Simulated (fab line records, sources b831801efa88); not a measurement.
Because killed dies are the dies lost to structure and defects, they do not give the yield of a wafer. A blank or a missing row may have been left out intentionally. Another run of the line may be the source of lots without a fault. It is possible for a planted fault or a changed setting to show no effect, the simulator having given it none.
Chamber matching ; flow sky130 ; 4 sister chambers for SKY_VIA4_CMP_02 on cmp-02
The step polishes SiO2. 15 wafers are shown with their chamber, then 7 later ones without.

## WAFERS PAIRED WITH THEIR CHAMBERS
wafer;chamber;motor current A (A);slurry flow ml min
L286.1;3;12.2;149.2
L286.4;0;11.2;149.3
L286.5;0;11.5;149.8
L287.2;3;11.8;150.4
L287.4;1;12.3;149.4
L287.5;0;11.3;150.3
L289.2;1;11.9;150.8
L289.4;2;13.5;150.6
L289.6;1;12.5;150.8
L290.1;2;12.9;150.3
L290.2;1;11.9;149.6
L290.3;0;10.8;150.1
L297.2;1;12.6;150.7
L297.4;0;10.8;149.5
L297.6;0;11.0;150.1

SIGNATURES (averages over the wafers above)
reading;chamber 0;chamber 1;chamber 2;chamber 3;scatter within a chamber
motor current A;11.100;12.240;13.200;12.000;0.315
slurry flow ml min;149.850;150.260;150.450;149.800;0.562
Rule: for each reading, subtract the chamber's mean from the wafer's reading, divide by that reading's scatter and square the result; add these up over the readings and take the root, which gives the wafer's distance from the chamber. The wafer belongs to the nearest chamber; if the next one is less than 2 further off, it can't be placed. The scatter: take each reading less its chamber's mean, square it, sum over the shown wafers, divide by the number of wafers less the number of chambers, and take the root.

## WAFERS WITH NO CHAMBER GIVEN
wafer;motor current A (A);slurry flow ml min
L303.1;12.0;150.1
L303.2;13.2;150.2
L303.4;12.4;151.0
L302.2;10.8;150.2
L302.5;11.1;149.5
L301.1;11.3;149.8
L301.2;12.8;150.1

## THE CHAMBER EACH PASSED THROUGH
wafer;from the rows above;in truth
L303.1;can't be placed: 3 or 1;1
L303.2;2;2
L303.4;can't be placed: 1 or 3 or 2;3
L302.2;0;0
L302.5;0;0
L301.1;can't be placed: 0 or 3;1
L301.2;can't be placed: 2 or 1 or 3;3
Placed correctly: 3 of 7. These rows do not allow placing 4 (true chamber among the candidates in 3). Wrongly placed: 0.
